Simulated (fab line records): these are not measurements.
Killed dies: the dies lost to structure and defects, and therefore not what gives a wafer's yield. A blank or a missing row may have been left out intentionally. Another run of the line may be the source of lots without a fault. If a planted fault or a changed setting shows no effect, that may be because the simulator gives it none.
Matching of chambers || flow gf180mcu || 3 sister chambers for GF_V3_CVD_00 on hdpcvd-02
The step deposits SiO2, target thk 600 nm, time 100 s. 3 wafers are shown with their chamber, then 8 later ones without.

## EACH WAFER AND ITS CHAMBER
{"wafer": "L340.4", "chamber": 0, "sih4 flow sccm (sccm)": 60.02}
{"wafer": "L341.2", "chamber": 1, "sih4 flow sccm (sccm)": 60.10}
{"wafer": "L341.5", "chamber": 2, "sih4 flow sccm (sccm)": 59.94}

## WAFERS WITHOUT THEIR CHAMBER
{"wafer": "L341.6", "sih4 flow sccm (sccm)": 60.04}
{"wafer": "L344.1", "sih4 flow sccm (sccm)": 60.36}
{"wafer": "L344.2", "sih4 flow sccm (sccm)": 59.86}
{"wafer": "L344.4", "sih4 flow sccm (sccm)": 59.93}
{"wafer": "L349.3", "sih4 flow sccm (sccm)": 60.22}
{"wafer": "L349.5", "sih4 flow sccm (sccm)": 59.78}
{"wafer": "L350.1", "sih4 flow sccm (sccm)": 60.19}
{"wafer": "L350.3", "sih4 flow sccm (sccm)": 60.02}

## CHAMBER TAKEN BY EACH
{"wafer": "L341.6", "from the rows above": "can't be placed: 0 or 1 or 2", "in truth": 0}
{"wafer": "L344.1", "from the rows above": "can't be placed: 1 or 0 or 2", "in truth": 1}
{"wafer": "L344.2", "from the rows above": "can't be placed: 2 or 0 or 1", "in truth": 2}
{"wafer": "L344.4", "from the rows above": "can't be placed: 2 or 0 or 1", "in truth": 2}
{"wafer": "L349.3", "from the rows above": "can't be placed: 1 or 0 or 2", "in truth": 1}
{"wafer": "L349.5", "from the rows above": "can't be placed: 2 or 0 or 1", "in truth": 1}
{"wafer": "L350.1", "from the rows above": "can't be placed: 1 or 0 or 2", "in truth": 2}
{"wafer": "L350.3", "from the rows above": "can't be placed: 0 or 1 or 2", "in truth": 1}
Correct placement for 0 of the 8. Not placeable from these rows: 8 (in 8, the candidates include the true chamber). Placed wrongly: 0.
How it was worked out, from the rows above alone: a wafer's distance from a chamber is the root of the sum, over the readings, of the square of ((its reading less the chamber's mean) divided by the reading's scatter). The wafer belongs to the nearest chamber; if the next one is less than 2 further off, it can't be placed. Each chamber's mean is taken over the wafers shown for it. The scatter: with one shown wafer a chamber, the root of the mean of the squares of how far each hidden wafer lies from its nearest shown one.
